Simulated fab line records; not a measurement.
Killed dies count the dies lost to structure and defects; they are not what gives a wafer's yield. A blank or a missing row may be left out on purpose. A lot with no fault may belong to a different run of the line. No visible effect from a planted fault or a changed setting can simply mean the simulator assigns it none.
Problem report in the 8D (eight disciplines) form, filled by code -- flow sky130 -- the parts of the form that need people (team, actions taken, sign-off) are left out

## 1. PROBLEM STATEMENT
Mean of rf_fwd_power_W at SKY_METAL5_METAL_ETCH_15: 753.2 W across 6 wafers in 2 lots; on wafers with no fault it is 897.2 W (standard deviation 2.8). That is -51 standard deviations from the usual mean.
The step: etches the open film in Cl2/BCl3, stops on SiO2, target depth 1260 nm, time 252 s.
The first sign was on wafer L392.4 at day 47 03:08, on rie_metal-02. Wafers with a number at this step in the record: 42, from 14 lots. Rule for "out", or "out of limits": more than 4 standard deviations from the usual mean. All remaining wafers that have a number are taken as sound.

## 2. WHAT THIS IS AND IS NOT
question,is,is not
which readings at this step,rf_fwd_power_W,"bias_w, drypump_motor_current_A, oes_product_au, throttle_valve_pct"
which lots,"L392, L395","L381, L382, L383, L384, L385, L386, L388, L399, L400, L402, L403, L404"
which wafers of those lots,all that have a number,-
read on which tools,rie_metal-02,"rie_metal-01, rie_metal-04"
when,from day 47 03:08,"up to then (21 sound wafers); but 15 sound wafers of L399, L400, L402, L403, L404 came after"

## 3. THE SUSPECTS, EACH WITH WHAT RULES IT OUT
Counting: a tool at a process step up to the reading stays a suspect if it ran every lot that is out and no sound lot after the first of them.
- plasma_asher-04 at SKY_METAL4_STRIP_19 (strips in O2/N2): ruled out as a lasting fault. After its first lot that is out, L392 (day 45 07:04), sound lots L403 ran on it.
- plasma_asher-04 at SKY_VIA4_STRIP_13 (strips in O2/N2): kept. It processed each lot that is out, first L392 at day 46 05:15, and no sound lot thereafter; up to then, the last sound lot it processed was L388 at day 45 06:01.
- rie_metal-02 at SKY_METAL5_METAL_ETCH_15 (etches the open film in Cl2/BCl3, stops on SiO2, target depth 1260 nm, time 252 s): kept. It processed each lot that is out, first L392 at day 47 03:08, and no sound lot thereafter; up to then, the last sound lot it processed was L388 at day 46 04:04. Out on those wafers are its own readings of rf_fwd_power_W.
Remaining after the count are plasma_asher-04 at SKY_VIA4_STRIP_13 and rie_metal-02 at SKY_METAL5_METAL_ETCH_15.

## 4. THE CAUSE (what the simulator had put in)
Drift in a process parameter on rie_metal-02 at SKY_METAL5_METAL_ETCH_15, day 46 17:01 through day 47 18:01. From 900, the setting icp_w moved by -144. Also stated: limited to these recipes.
Counting leaves 2 suspects; this tool is one of them.

## 5. THE CHAIN OF EFFECTS, in route order
One row per reading whose mean, taken over the struck wafers that have a number, lies over 3 standard deviations from the usual. Scope: only readings with a usual standard deviation given in the record; hours: median across lots of the time from each lot's start at the first step in this table that gives one to its start at this step; sigmas: change in usual standard deviations.
hours,step,reading,usual,on struck wafers,change,sigmas
0,SKY_METAL5_METAL_ETCH_15,rf_fwd_power_W,897.2 W,753.2,-144.0,-51
0,SKY_METAL5_STRIP_16,strip_time_to_endpoint_s,13.17 s,14.44,+1.27,+11
It contains these process steps:
- SKY_METAL5_METAL_ETCH_15: etches the open film in Cl2/BCl3, stops on SiO2, target depth 1260 nm, time 252 s.
- SKY_METAL5_STRIP_16: strips in O2/N2.
Later measuring or inspecting steps at which every struck wafer that the step has a row for has a number for every such reading, and none has moved that far: SKY_PASSIVATION_THK_MEAS_01.

## 6. WHAT WOULD HAVE CAUGHT IT SOONER
First out-of-limits reading in this record: day 47 03:08, which is 10 hours after fault onset at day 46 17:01.
